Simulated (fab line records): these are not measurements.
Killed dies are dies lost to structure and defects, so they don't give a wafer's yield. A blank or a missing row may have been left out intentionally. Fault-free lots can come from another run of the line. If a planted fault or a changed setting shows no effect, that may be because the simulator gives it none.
A single fault, viewed from 2 desks    flow sfq-line    every desk sees just its own numbers, and what lay behind them comes last

TOOL OWNER'S DESK, rie-metal-04
The tool's own readings at SFQ_TRILAYER_M6_BARC_OPEN_METAL_ETCH_206 (etches BARC in O2, target depth 125 nm, time 41.7 s): means of the sampled wafers that have a number, for each lot that ran on this tool. Any lot whose mean is over 4 standard deviations away from the usual mean is out of limits and marked OUT; that distance is given in the brackets.
Columns: A = drypump-motor-current-A at SFQ_TRILAYER_M6_BARC_OPEN_METAL_ETCH_206, usual 5.9 A; B = oes-product-au at SFQ_TRILAYER_M6_BARC_OPEN_METAL_ETCH_206, usual 0.685 a.u.; C = run-length-s at SFQ_TRILAYER_M6_BARC_OPEN_METAL_ETCH_206, usual 70.3 s
lot   first seen here  A    B                 C
L246  day 58 18:46     6.1  0.708 (+4.9) OUT  68.7
L248  day 59 04:40     6.0  0.717 (+6.8) OUT  68.2
L261  day 73 07:50     6.1  0.682             70.5
This desk's verdict: out of limits on L246, L248, starting with L246 at day 58 18:46 (oes-product-au at SFQ_TRILAYER_M6_BARC_OPEN_METAL_ETCH_206). L261: within limits.

FROM THE METROLOGY DESK
What the gauges read, lot by lot, whatever tool the lot ran on: means of the sampled wafers that have a number. Any lot whose mean is over 4 standard deviations away from the usual mean is out of limits and marked OUT; that distance is given in the brackets.
Columns: A = M6_NB_RS at SFQ_M6_RS_MEAS_938, usual 0.887 ohm/sq; B = M6_OVL at SFQ_M6_OVL_MEAS_940, usual 0 nm
lot   first seen here  A      B
L246  day 53 14:53     0.889  -7
L248  day 54 00:13     0.889  -4
L256  day 70 00:19     0.895  -2
L258  day 70 04:04     0.893  -1
L260  day 70 09:19     0.895  -3
L261  day 70 09:53     0.895  0
Finding of this desk: none of the 6 lots has anything out of limits.

ALL TOGETHER
An alarm could have come from the tool owner's desk at day 58 18:46, on L246, L248.
Nothing out of limits was seen by the metrology desk.
The metrology desk has L246, L248 on record, within its limits.
On rie-metal-04, each named lot ran SFQ_TRILAYER_M6_BARC_OPEN_METAL_ETCH_206.

WHAT HAD BEEN PUT IN BY THE SIMULATOR
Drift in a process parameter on rie-metal-04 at SFQ_TRILAYER_M6_BARC_OPEN_METAL_ETCH_206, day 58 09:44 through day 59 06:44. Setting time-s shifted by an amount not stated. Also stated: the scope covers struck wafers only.
Lots struck among those shown: L246, L248.
How many hours passed from the start of the fault until each desk's first out-of-limits reading: the tool owner's desk, 9.
